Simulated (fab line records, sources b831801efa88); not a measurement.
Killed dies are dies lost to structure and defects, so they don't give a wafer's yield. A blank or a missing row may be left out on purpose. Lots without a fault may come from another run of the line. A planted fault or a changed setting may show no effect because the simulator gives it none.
A struck lot beside a sound one | flow sky130 | 43 steps out of a route of 708
Sound: wafers L109.2, L109.4, L109.6. Struck: wafers L120.1, L120.4, L120.6. The cause comes at the end.
At each step with rows: each side's tool, then ch and its chambers, then its first start. Under that, the readings that differ: sound wafers | struck wafers | difference of the means | sigmas: that difference in standard deviations of wafers without a fault.
alike: readings whose means differ by less than 2 such deviations, and words and numbers that are the same on both sides. not compared: withheld readings, readings that some wafer has no value for, bounds like >300 that may hide the same value, and numbers for which the record gives no deviation and whose values overlap.
The two part at a step that has a row with sigmas, a row that says differs or no value, or rows on one side only. Numbers that don't overlap but have no deviation are shown without sigmas and don't part them. A reading that every wafer of one side lacks parts them only if that side has two wafers or more.

first, 5 steps without rows for these wafers: SKY_SONOS_ONO_COAT_08 (resist thk 1140 nm); SKY_SONOS_ONO_SOFTBAKE_09 (time 60 s); SKY_SONOS_ONO_EXPOSE_10 (exposes mask ONOM, target cd 410 nm); SKY_SONOS_ONO_PEB_11; SKY_SONOS_ONO_DEVELOP_12 (develop time 60 s).
SKY_SONOS_ONO_CD_MEAS_13: target cd 410 nm.
  sound on cd_sem-01, day 13 10:23; struck on cd_sem-01, day 17 12:22
  reading    | sound             | struck            | difference | sigmas
  cd_nm (nm) | 406.6 407.0 405.0 | 412.4 413.8 412.5 | +6.7       | +3
SKY_SONOS_ONO_OVL_MEAS_14:
  sound on overlay-01, day 13 10:29; struck on overlay-02, day 17 12:29
  alike: SONOS_ONO_OVL
SKY_SONOS_ONO_ETCH_15: etches the open film in CHF3/O2, target depth 19.52 nm, time 7.8 s.
  sound on rie_diel-03 ch 0,2,3, day 13 10:31; struck on rie_diel-03 ch 2,3, day 17 12:31
  alike: bias_w, drypump_motor_current_A, oes_product_au, throttle_valve_pct
  not compared: rf_hours_counter_h
then, 1 step without rows for these wafers: SKY_SONOS_ONO_WET_ETCH_16 (etches SiO2 in dHF, target depth 14 nm, time 280 s).
SKY_SONOS_ONO_STRIP_17: strips in O2/N2.
  sound on plasma_asher-03 ch 0,1, day 13 10:38; struck on plasma_asher-02 ch 0,1, day 17 12:38
  reading                     | sound       | struck      | difference | sigmas
  drypump_motor_current_A (A) | 5.0 4.8 4.8 | 5.5 6.1 5.5 | +0.8       | +2
  alike: oes_product_au, strip_time_to_endpoint_s
  not compared: rf_hours_counter_h
then, 2 steps without rows for these wafers: SKY_SONOS_ONO_WET_ETCH_18 (etches Si3N4 in H3PO4, target depth 15 nm, time 172 s); SKY_GATE_OXIDE_CLEAN_00 (cleans in SC1/SC2, time 150 s).
SKY_GATE_OXIDE_OXIDATION_01: stabilise 600 s, purge 300 s, target thk 10.268 nm.
  sound on furnace-02 ch 0, day 13 12:40; struck on furnace-02 ch 0, day 17 12:50
SKY_GATE_OXIDE_THK_MEAS_02:
  sound on film_metro-02, day 13 14:05; struck on film_metro-01, day 17 14:14
  alike: GATE_OXIDE_OXIDATION_00_THK
then, 7 steps without rows for these wafers: SKY_GATE_OXIDE_DEHYDRATE_03 (time 60 s); SKY_GATE_OXIDE_HMDS_04 (prime time 60 s); SKY_GATE_OXIDE_COAT_05 (resist thk 1140 nm); SKY_GATE_OXIDE_SOFTBAKE_06 (time 57.34 s); SKY_GATE_OXIDE_EXPOSE_07 (exposes mask LVOM, target cd 600 nm); SKY_GATE_OXIDE_PEB_08; SKY_GATE_OXIDE_DEVELOP_09 (develop time 60 s).
SKY_GATE_OXIDE_OVL_MEAS_10:
  sound on overlay-01, day 14 15:58; struck on overlay-01, day 18 19:57
  alike: GATE_OXIDE_OVL
then, 2 steps without rows for these wafers: SKY_GATE_OXIDE_IMPLANT_11; SKY_GATE_OXIDE_WET_ETCH_12 (etches SiO2 in dHF, target depth 16.8 nm, time 336 s).
SKY_GATE_OXIDE_STRIP_13: strips in O2/N2.
  sound on plasma_asher-01 ch 0,1, day 14 16:14; struck on plasma_asher-01 ch 1, day 18 20:14
  alike: drypump_motor_current_A, oes_product_au, strip_time_to_endpoint_s
  not compared: rf_hours_counter_h
SKY_GATE_OXIDE_TW_MEAS_14:
  sound on film_metro-02, day 14 16:21; struck on film_metro-02, day 18 20:20
  alike: GATE_OXIDE_TW
then, 3 steps without rows for these wafers: SKY_GATE_OXIDE_CLEAN_15 (cleans in SC1/SC2, time 150 s); SKY_GATE_OXIDE_OXIDATION_16 (stabilise 600 s, purge 300 s, target thk 3.57 nm); SKY_POLY_GATE_CVD_00 (deposits poly-Si, target thk 180 nm, time 720 s).
SKY_POLY_GATE_THK_MEAS_01:
  sound on film_metro-02, day 14 19:14; struck on film_metro-01, day 19 04:25
  alike: POLY_GATE_CVD_00_THK
then, 8 steps without rows for these wafers: SKY_RES_PROTECT_DEHYDRATE_00 (time 60 s); SKY_RES_PROTECT_HMDS_01 (prime time 60 s); SKY_RES_PROTECT_COAT_02 (resist thk 1140 nm); SKY_RES_PROTECT_SOFTBAKE_03 (time 60 s); SKY_RES_PROTECT_EXPOSE_04 (exposes mask RPM, target cd 1270 nm); SKY_RES_PROTECT_PEB_05; SKY_RES_PROTECT_DEVELOP_06 (develop time 60 s); SKY_POLY_GATE_IMPLANT_02.
SKY_RES_PROTECT_STRIP_07: strips in O2/N2.
  sound on plasma_asher-01 ch 1, day 15 22:17; struck on plasma_asher-02 ch 0,1, day 20 10:49
  alike: drypump_motor_current_A, oes_product_au, strip_time_to_endpoint_s
  not compared: rf_hours_counter_h
SKY_RES_PROTECT_TW_MEAS_08:
  sound on film_metro-03, day 15 22:23; struck on film_metro-04, day 20 10:55
  alike: POLY_GATE_TW
then, 2 steps without rows for these wafers: SKY_RES_PROTECT_CLEAN_09 (cleans in SC1/SC2, time 150 s); SKY_POLY_GATE_CVD_03 (deposits Si3N4 from DCS/NH3, target thk 75 nm, time 1290 s).
-- the record jumps here: 29 days lie between the struck wafers' starts before and after (it left off in module POLY_GATE and takes up again in module PAD_OPEN, whose first step shown is number 708 of the route) --
SKY_PAD_OPEN_PROBE_99:
  sound on prober-01, day 46 04:21; struck on prober-02, day 49 02:41
  reading                                           | sound                | struck               | difference | sigmas
  model.etest.cap_thick_oxide.gate_bv_v (V)         | 15.8 16.15 16.17     | 13.11 13.27 13.04    | -2.90      |
  model.etest.diode_nwell_sub.leak_log10_a_cm2      | -7.496 -7.457 -7.2   | -6.293 -6.369 -5.975 | +1.172     |
  model.etest.diode_dnwell_sub.leak_log10_a_cm2     | -7.485 -7.408 -7.37  | -6.338 -6.406 -6.433 | +1.029     |
  model.etest.diode_pwell_dnwell.leak_log10_a_cm2   | -7.796 -7.587 -7.881 | -6.76 -6.41 -6.674   | +1.14      |
  model.etest.diode_ndiff_pwell_hv.leak_log10_a_cm2 | -6.561 -6.957 -6.826 | -6.127 -6.183 -6.219 | +0.605     |
  model.etest.diode_pdiff_nwell_hv.leak_log10_a_cm2 | -6.614 -6.827 -6.964 | -6.184 -6.152 -6.476 | +0.531     |
  model.etest.diode_ndiff_pwell.leak_log10_a_cm2    | -7.038 -7.262 -7.188 | -7.037 -6.757 -6.938 | +0.252     |
  model.etest.cap_thick_oxide.gate_log10_a_cm2      | -7.207 -7.283 -7.287 | -6.559 -6.645 -6.534 | +0.680     |
  alike: killed_at_M0_to_M3, killed_at_M4_up, killed_at_contacts, killed_at_front_end, killed_at_other, killed_dies, killed_open, killed_short

WHERE THEY PART
First at SKY_SONOS_ONO_CD_MEAS_13; last, within this record, at SKY_SONOS_ONO_STRIP_17. Later steps at which nothing parts them and some readings are alike: SKY_GATE_OXIDE_THK_MEAS_02, SKY_GATE_OXIDE_OVL_MEAS_10, SKY_GATE_OXIDE_STRIP_13, SKY_GATE_OXIDE_TW_MEAS_14, SKY_POLY_GATE_THK_MEAS_01, SKY_RES_PROTECT_STRIP_07, SKY_RES_PROTECT_TW_MEAS_08, SKY_PAD_OPEN_PROBE_99.

WHY: what the simulator had put in
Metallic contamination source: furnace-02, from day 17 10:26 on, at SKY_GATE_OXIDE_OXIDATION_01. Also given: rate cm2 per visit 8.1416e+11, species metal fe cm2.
